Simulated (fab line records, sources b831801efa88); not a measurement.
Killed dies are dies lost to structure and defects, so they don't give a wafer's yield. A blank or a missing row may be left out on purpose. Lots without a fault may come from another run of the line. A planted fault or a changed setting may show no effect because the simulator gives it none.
One fault seen from 2 desks | flow gf180mcu | each desk has only its own numbers; what lay behind them comes last

THE TOOL OWNER'S DESK: pecvd-02
The tool's own readings at GF_V5_CVD_02 (deposits SiO2 from TEOS, target thk 1450 nm, time 163.28 s): means of the sampled wafers that have a number, for each lot that ran on this tool. A lot is out of limits, marked OUT, if its mean lies more than 4 standard deviations from the usual mean; the brackets give that distance.
Columns: A = heater_power_w at GF_V5_CVD_02, usual 618 W; B = rf_fwd_power_W at GF_V5_CVD_02, usual 597.9 W
lot  | first seen here | A   | B
L790 | day 27 16:03    | 660 | 597.5
L792 | day 28 16:55    | 650 | 600.4
L793 | day 28 22:35    | 703 | 599.0
L797 | day 30 00:55    | 637 | 597.6
L799 | day 30 15:26    | 614 | 596.4
L800 | day 30 16:26    | 596 | 601.2
This desk's finding: nothing out of limits on any of the 6 lots.

THE METROLOGY DESK
What the gauges read, lot by lot, whatever tool the lot ran on: means of the sampled wafers that have a number. A lot is out of limits, marked OUT, if its mean lies more than 4 standard deviations from the usual mean; the brackets give that distance.
Columns: A = V5_CVD_02_THK at GF_V5_THK_MEAS_03, usual 1453 nm; B = V5_BOW at GF_V5_BOW_MEAS_05, usual 136 um
lot  | first seen here | A               | B
L790 | day 27 16:10    | 1439            | 132
L792 | day 28 17:05    | 1433            | 139
L793 | day 28 22:46    | 1454            | 125
L794 | day 28 22:55    | 1442            | 144
L797 | day 30 01:02    | 1467            | 134
L798 | day 30 05:37    | 1466            | 138
L799 | day 30 15:33    | 1818 (+18) OUT  | 132
L800 | day 30 16:33    | 1618 (+8.2) OUT | 137
L801 | day 31 00:51    | 1438            | 136
L806 | day 32 05:12    | 1478            | 143
L808 | day 32 14:16    | 1443            | 140
L809 | day 32 22:25    | 1462            | 137
This desk's finding: out of limits on L799, L800; first on L799, day 30 15:33 (V5_CVD_02_THK at GF_V5_THK_MEAS_03). In limits: L790, L792, L793, L794, L797, L798, L801, L806, L808, L809.

PUT TOGETHER
The metrology desk could have raised an alarm at day 30 15:33, on L799, L800.
The tool owner's desk saw nothing out of limits.
The tool owner's desk has L799, L800 on record, within its limits.
Of the lots named, all ran GF_V5_CVD_02 on pecvd-02.

WHAT THE SIMULATOR HAD PUT IN
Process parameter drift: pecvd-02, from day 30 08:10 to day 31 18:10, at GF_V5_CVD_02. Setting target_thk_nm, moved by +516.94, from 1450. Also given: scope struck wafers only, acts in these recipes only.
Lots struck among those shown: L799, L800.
Hours from the fault's start to each desk's first reading out of limits: the metrology desk, 7.
